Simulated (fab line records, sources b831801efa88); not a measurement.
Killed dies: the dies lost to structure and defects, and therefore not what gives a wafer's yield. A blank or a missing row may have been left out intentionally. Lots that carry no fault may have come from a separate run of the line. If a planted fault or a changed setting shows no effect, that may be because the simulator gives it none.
A lot that was struck, set against a sound lot :: flow sky130 :: 15 steps out of a route of 708
Sound: wafers L850.1, L850.2, L850.6. Struck: wafers L841.1, L841.2, L841.5. The cause is named last.
Per side, at each step with rows, come the tool, then ch with its chambers, and then its first start. Under that, the readings that differ: sound wafers :: struck wafers :: difference of the means :: sigmas: that difference in standard deviations of wafers without a fault.
alike: readings whose means differ by less than 2 such deviations, and words and numbers that are the same on both sides. not compared: withheld readings, readings that some wafer has no value for, bounds like >300 that may hide the same value, and numbers for which the record gives no deviation and whose values overlap.
The two part at a step that has a row with sigmas, a row that says differs or no value, or rows on one side only. Numbers that don't overlap but have no deviation are shown without sigmas and don't part them. Lack of a reading on every wafer of one side parts them only where that side has two or more wafers.

SKY_VIA1_STRIP_16: strips in O2/N2.
  sound on plasma asher-01 ch 0,1, day 39 07:23; struck on plasma asher-01 ch 0,1, day 36 08:38
  alike: drypump motor current A, oes product au, strip time to endpoint s
  not compared: rf hours counter h
then, 3 steps without rows for these wafers: SKY_VIA1_STRIP_17 (strips in post etch residue remover, time 1200 s); SKY_VIA1_CLEAN_18 (cleans in IPA, time 180 s); SKY_VIA1_CLEAN_19 (cleans in O3/DIW).
SKY_VIA1_SPUTTER_20: material TiN, target thk 20 nm, time 80 s.
  sound on pvd sputter-04 at day 39 07:58; struck on pvd sputter-02 at day 36 09:13
  alike: cathode dc power W, chamber pressure pa, throttle valve pct
then, 1 step without rows for these wafers: SKY_VIA1_CVD_21 (deposits W, target thk 270 nm, time 80.902 s).
SKY_VIA1_RS_MEAS_22: measures by four-point-probe.
  sound on film metro-03 at day 39 08:07; struck on film metro-03 at day 36 09:22
  alike: VIA1_W_RS
SKY_VIA1_THK_MEAS_23: measures by xrf.
  sound on film metro-03 at day 39 08:14; struck on film metro-03 at day 36 09:29
  alike: VIA1_W_THK
then, 1 step without rows for these wafers: SKY_VIA1_CMP_24 (polishes, stops on SiO2, t overpolish 15 s, target thk 0 nm).
SKY_METAL2_SPUTTER_00: material Ti, target thk 15 nm, time 10 s.
  sound on pvd sputter-02 at day 39 08:36; struck on pvd sputter-03 at day 36 09:51
  alike: cathode dc power W, chamber pressure pa, throttle valve pct
SKY_METAL2_SPUTTER_01: material TiN, target thk 20 nm, time 16.7 s.
  sound on pvd sputter-02 at day 39 08:37; struck on pvd sputter-03 at day 36 09:52
  alike: cathode dc power W, chamber pressure pa, throttle valve pct
SKY_METAL2_SPUTTER_02: material AlCu, target thk 250 nm, time 13.3 s.
  sound on pvd sputter-02 at day 39 08:39; struck on pvd sputter-03 at day 36 09:54
  alike: cathode dc power W, chamber pressure pa, throttle valve pct
SKY_METAL2_SPUTTER_03: material Ti, target thk 5 nm, time 3.3 s.
  sound on pvd sputter-02 at day 39 08:40; struck on pvd sputter-03 at day 36 09:55
  no value came back on the struck wafers for cathode dc power W (W), chamber pressure pa (Pa), throttle valve pct (%); on the sound wafers cathode dc power W (W) reads 2999.7 2999.8 2999.9
then, 1 step without rows for these wafers: SKY_METAL2_SPUTTER_04 (material TiN, target thk 70 nm, time 58.3 s).
-- the record jumps here: 11 days lie between the struck wafers' starts before and after (it left off in module METAL2 and takes up again in module PAD_OPEN, whose first step shown is number 708 of the route) --
SKY_PAD_OPEN_PROBE_99:
  sound on prober-02 at day 49 22:35; struck on prober-01 at day 47 19:43
reading: model.etest.via2 chain.rc ohm
sound: 9.704 10.23 10.04
struck: 11.56 11.14 11.56
difference: +1.43
sigmas: 

reading: model.etest.met2.rs ohm sq
sound: 0.1292 0.1284 0.1282
struck: 0.1207 0.1225 0.1215
difference: -0.0070
sigmas: 
  alike: defect limited yield, killed_at_M0_to_M3, killed_at_M4_up, killed at contacts, killed at front end, killed at other, killed dies, killed open, killed short, sort_bin_3_pad_short, sort_bin_5_function, sort_bin_6_memory, sort n pass, sort yield pct
  not compared: model.etest.met2.line ohm um

WHERE THEY PART
SKY_METAL2_SPUTTER_03 only, going by this record. Later steps at which nothing parts them and some readings are alike: SKY_PAD_OPEN_PROBE_99.

WHY: whatever the simulator had introduced
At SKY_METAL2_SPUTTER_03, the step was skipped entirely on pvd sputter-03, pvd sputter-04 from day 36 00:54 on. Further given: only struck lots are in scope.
